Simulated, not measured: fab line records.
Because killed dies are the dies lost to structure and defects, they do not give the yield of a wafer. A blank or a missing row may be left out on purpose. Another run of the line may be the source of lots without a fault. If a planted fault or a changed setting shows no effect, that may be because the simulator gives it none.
Matching of chambers | flow gf180mcu | 4 sister chambers for GF_V4_ETCH_16 on rieDiel-03
The step etches BARC in N2/H2. 4 wafers are shown with their chamber, then 7 later ones without.

== EACH WAFER AND ITS CHAMBER ==
wafer  | chamber | drypumpMotorCurrentA (A)
L090.5 | 3       | 6.6
L090.6 | 2       | 5.8
L091.1 | 0       | 5.7
L091.2 | 1       | 6.0

== WAFERS WHOSE CHAMBER IS MISSING ==
wafer  | drypumpMotorCurrentA (A)
L091.3 | 5.7
L095.1 | 6.6
L095.5 | 5.7
L095.6 | 5.9
L096.2 | 5.7
L096.3 | 5.7
L096.5 | 5.7

== THE CHAMBER EACH PASSED THROUGH ==
wafer  | from the rows above     | in truth
L091.3 | 0                       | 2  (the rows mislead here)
L095.1 | 3                       | 3
L095.5 | 0                       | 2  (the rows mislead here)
L095.6 | can't be placed: 1 or 2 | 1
L096.2 | 0                       | 0
L096.3 | 0                       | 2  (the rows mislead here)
L096.5 | 0                       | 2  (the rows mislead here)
Placed correctly: 2 of 7. Cannot be placed on the basis of these rows: 1; the candidates contain the true chamber in 1. Wrongly placed: 4.
How it was worked out, from the rows above alone: a wafer's distance from a chamber is the root of the sum, over the readings, of the square of ((its reading less the chamber's mean) divided by the reading's scatter). The wafer belongs to the nearest chamber; if the next one is less than 2 further off, it can't be placed. The mean given for a chamber averages the wafers shown for that chamber. The scatter (one wafer shown for each chamber): square how far every hidden wafer sits from the nearest shown wafer, average those squares and take the square root.
